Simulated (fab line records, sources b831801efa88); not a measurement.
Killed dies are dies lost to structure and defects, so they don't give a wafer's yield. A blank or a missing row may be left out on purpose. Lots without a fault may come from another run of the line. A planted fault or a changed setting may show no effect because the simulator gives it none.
Which tool did it? | flow gf180mcu | 24 lots, 72 wafers sampled, at 4 steps of a route of 602

WHAT THE GAUGES READ, wafer by wafer
GF_VT_IMPLANT_TW_MEAS_10.
lot  | measured     | on            | VT_IMPLANT_TW
L074 | day 5 15:52  | film_metro-02 | 560.6 563.2 564.5
L075 | day 5 21:14  | film_metro-04 | 566.7 563.3 568.7
L076 | day 6 07:36  | film_metro-04 | 569.6 566.1 570.3
L077 | day 6 11:35  | film_metro-04 | 567.1 569.2 567.5
L078 | day 6 18:31  | film_metro-02 | 561.4 563.3 564.1
L079 | day 7 01:27  | film_metro-03 | 559.0 564.4 565.2
L080 | day 7 08:01  | film_metro-04 | 569.2 567.4 569.6
L081 | day 7 10:51  | film_metro-03 | 561.7 566.4 563.5
L082 | day 7 16:59  | film_metro-04 | 568.0 570.6 567.4
L083 | day 8 01:58  | film_metro-03 | 562.4 561.2 563.1
L084 | day 8 05:18  | film_metro-02 | 560.7 564.8 562.9
L085 | day 8 11:34  | film_metro-03 | 559.8 565.3 564.7
L086 | day 8 18:34  | film_metro-02 | 566.5 566.5 562.8
L087 | day 8 22:49  | film_metro-04 | 567.0 561.0 561.3
L088 | day 9 07:01  | film_metro-03 | 569.1 561.7 565.6
L089 | day 9 15:34  | film_metro-04 | 565.0 568.2 562.0
L090 | day 9 17:45  | film_metro-02 | 559.8 562.4 563.8
L091 | day 10 00:40 | film_metro-04 | 568.0 563.4 568.4
L092 | day 10 10:22 | film_metro-03 | 561.3 564.4 565.3
L093 | day 10 16:39 | film_metro-03 | 563.5 563.2 563.2
L094 | day 10 21:22 | film_metro-02 | 563.9 563.4 562.6
L095 | day 11 01:25 | film_metro-03 | 563.3 567.1 562.6
L096 | day 11 10:28 | film_metro-03 | 563.2 564.5 563.4
L097 | day 11 19:52 | film_metro-04 | 567.4 567.6 566.0

GF_VT_IMPLANT_OVL_MEAS_40.
lot  | measured     | on         | VT_IMPLANT_03_OVL (nm)
L074 | day 7 12:47  | overlay-02 | 2.0 2.2 1.6
L075 | day 7 20:11  | overlay-02 | -0.4 0.7 0.4
L076 | day 8 06:08  | overlay-02 | -1.1 -1.3 -2.3
L077 | day 8 10:57  | overlay-01 | 1.4 -0.4 -1.1
L078 | day 8 17:37  | overlay-01 | -1.7 -1.1 -0.6
L079 | day 9 01:58  | overlay-02 | 0.1 -0.9 -0.8
L080 | day 9 09:41  | overlay-01 | 1.5 1.8 0.4
L081 | day 9 13:31  | overlay-01 | -0.6 0.1 -0.9
L082 | day 9 18:41  | overlay-02 | -0.8 -0.3 -1.2
L083 | day 10 04:26 | overlay-02 | 1.1 0.5 1.2
L084 | day 10 10:16 | overlay-01 | 0.3 0.2 0.9
L085 | day 10 14:25 | overlay-02 | -1.2 0.3 -1.0
L086 | day 10 23:04 | overlay-02 | -0.2 -0.3 -0.5
L087 | day 11 05:34 | overlay-01 | 0.2 0.0 -0.9
L088 | day 11 13:49 | overlay-02 | 0.2 -0.8 -1.0
L089 | day 11 22:58 | overlay-02 | 0.3 -0.7 -0.5
L090 | day 12 00:58 | overlay-01 | -1.6 0.9 -0.1
L091 | day 12 09:01 | overlay-02 | 0.8 -0.1 0.7
L092 | day 12 19:20 | overlay-02 | -1.7 -0.9 -1.3
L093 | day 13 02:37 | overlay-02 | -1.0 -1.4 -0.5
L094 | day 13 08:04 | overlay-02 | -0.5 0.4 -0.9
L095 | day 13 11:41 | overlay-01 | 1.5 1.4 3.0
L096 | day 13 22:46 | overlay-01 | -1.6 -0.3 0.4
L097 | day 14 08:31 | overlay-01 | 0.4 0.5 -0.5

GF_M3_CD_MEAS_14: target cd 280 nm.
lot  | measured     | on        | cd_nm (nm)
L074 | day 21 08:08 | cd_sem-02 | 281.8 282.1 281.3
L075 | day 21 18:49 | cd_sem-02 | 281.2 280.9 280.6
L076 | day 22 15:01 | cd_sem-02 | 280.5 279.9 279.4
L077 | day 22 17:43 | cd_sem-02 | 277.7 278.2 279.5
L078 | day 23 04:02 | cd_sem-02 | 279.6 278.0 278.4
L079 | day 23 12:25 | cd_sem-02 | 281.9 279.7 279.9
L080 | day 23 18:53 | cd_sem-01 | 281.2 281.5 281.4
L081 | day 24 03:16 | cd_sem-02 | 281.3 279.9 281.9
L082 | day 24 06:30 | cd_sem-01 | 279.6 279.6 280.7
L083 | day 24 21:29 | cd_sem-02 | 280.8 280.9 281.0
L084 | day 25 08:16 | cd_sem-02 | 282.1 281.6 281.2
L085 | day 25 05:59 | cd_sem-01 | 278.4 278.7 277.9
L086 | day 25 19:25 | cd_sem-02 | 281.5 280.1 280.6
L087 | day 26 02:19 | cd_sem-02 | 279.8 280.1 279.7
L088 | day 26 10:05 | cd_sem-02 | 279.7 279.7 279.9
L089 | day 26 18:26 | cd_sem-01 | 280.2 280.0 280.8
L090 | day 26 19:28 | cd_sem-02 | 282.2 281.7 282.3
L091 | day 27 10:50 | cd_sem-01 | 281.9 281.8 282.0
L092 | day 27 20:36 | cd_sem-02 | 279.4 279.9 280.1
L093 | day 28 06:52 | cd_sem-02 | 281.4 281.4 281.2
L094 | day 28 09:28 | cd_sem-02 | 278.4 278.2 277.8
L095 | day 28 11:14 | cd_sem-02 | 279.2 280.3 280.2
L096 | day 29 01:02 | cd_sem-02 | 279.6 281.6 279.2
L097 | day 29 08:41 | cd_sem-01 | 277.9 277.4 277.1

WHICH TOOL RAN EACH LOT (tool, then ch and the chambers of the sampled wafers, then the start)
lot  | GF_V2_ETCH_16
L074 | rie_diel-03 ch 0,1, day 20 06:43
L075 | rie_diel-04 ch 0,1, day 20 17:50
L076 | rie_diel-04 ch 0,1, day 21 14:04
L077 | rie_diel-04 ch 0,1,3, day 21 16:20
L078 | rie_diel-04 ch 1,2,3, day 22 02:19
L079 | rie_diel-04 ch 1,3, day 22 12:17
L080 | rie_diel-04 ch 0,1,3, day 22 19:07
L081 | rie_diel-01 ch 1,2, day 23 02:46
L082 | rie_diel-04 ch 1,2, day 23 06:38
L083 | rie_diel-01 ch 2,3, day 23 21:32
L084 | rie_diel-01 ch 0,1,2, day 24 08:59
L085 | rie_diel-01 ch 0,2,3, day 24 07:00
L086 | rie_diel-01 ch 0,1,2, day 24 20:23
L087 | rie_diel-01 ch 1,3, day 25 03:42
L088 | rie_diel-04 ch 2,3, day 25 11:33
L089 | rie_diel-01 ch 0,1,2, day 25 19:56
L090 | rie_diel-03 ch 0,1,2, day 25 21:12
L091 | rie_diel-04 ch 0,1,2, day 26 12:22
L092 | rie_diel-04 ch 0,2, day 26 22:43
L093 | rie_diel-03 ch 1,2,3, day 27 09:44
L094 | rie_diel-04 ch 0,1,3, day 27 12:11
L095 | rie_diel-01 ch 0,2,3, day 27 13:31
L096 | rie_diel-01 ch 1,2,3, day 28 03:21
L097 | rie_diel-01 ch 0,3, day 28 11:35
- GF_V2_ETCH_16: etches BARC in N2/H2.

WHAT THE TOOLS THEMSELVES READ (means of the sampled wafers that have a number; where no wafer has one, the mark that the record gives instead)
GF_V2_ETCH_16.
lot  | tool        | drypump_motor_current_A (A) | oes_product_au (a.u.) | throttle_valve_pct (%)
L074 | rie_diel-03 | 5.9                         | 0.854                 | 13.228
L075 | rie_diel-04 | 5.8                         | 0.855                 | 13.235
L076 | rie_diel-04 | 5.8                         | 0.857                 | 13.231
L077 | rie_diel-04 | 5.9                         | 0.852                 | 13.215
L078 | rie_diel-04 | 5.7                         | 0.856                 | 13.230
L079 | rie_diel-04 | 6.0                         | 0.852                 | 13.220
L080 | rie_diel-04 | 5.9                         | 0.857                 | 13.226
L081 | rie_diel-01 | 5.2                         | 0.854                 | 13.229
L082 | rie_diel-04 | 5.2                         | 0.856                 | 13.228
L083 | rie_diel-01 | 5.5                         | 0.859                 | 13.230
L084 | rie_diel-01 | 5.2                         | 0.856                 | 13.223
L085 | rie_diel-01 | 5.5                         | 0.856                 | 13.222
L086 | rie_diel-01 | 5.2                         | 0.850                 | 13.222
L087 | rie_diel-01 | 5.4                         | 0.856                 | 13.224
L088 | rie_diel-04 | 6.2                         | 0.849                 | 13.217
L089 | rie_diel-01 | 5.2                         | 0.858                 | 13.223
L090 | rie_diel-03 | 6.0                         | 0.853                 | 13.215
L091 | rie_diel-04 | 5.6                         | 0.858                 | 13.231
L092 | rie_diel-04 | 6.0                         | 0.857                 | 13.216
L093 | rie_diel-03 | 6.3                         | 0.852                 | 13.223
L094 | rie_diel-04 | 5.9                         | 0.855                 | 13.222
L095 | rie_diel-01 | 5.5                         | 0.855                 | 13.235
L096 | rie_diel-01 | 5.5                         | 0.851                 | 13.226
L097 | rie_diel-01 | 5.5                         | 0.853                 | 13.225

THE ANSWER, worked out from the rows above alone
Rule: what is usual is taken from the lots themselves. Put in order of their means at a reading, lots are off if they are a third of the lots or fewer, leave a main group of 4 or more, and stand apart from it by a gap of 3 or more times the standard deviation of the main group's means; of several such gaps the widest counts. A main group whose means are all the same, to the digits that the tables above print for the reading, isn't used. A lot without any number at a reading at which 4 lots or more have one is off too. The other lots that the step has rows for count as sound. The gauges are gone through in route order, then the tools' own readings, and for those a lot's mean is taken as printed above. The first step at which some lot is off is used, and at that step the reading that is off furthest; a lot without a number counts as furthest.
No lot is off at any reading shown: from this, nothing can be told.

WHAT THE SIMULATOR HAD PUT IN
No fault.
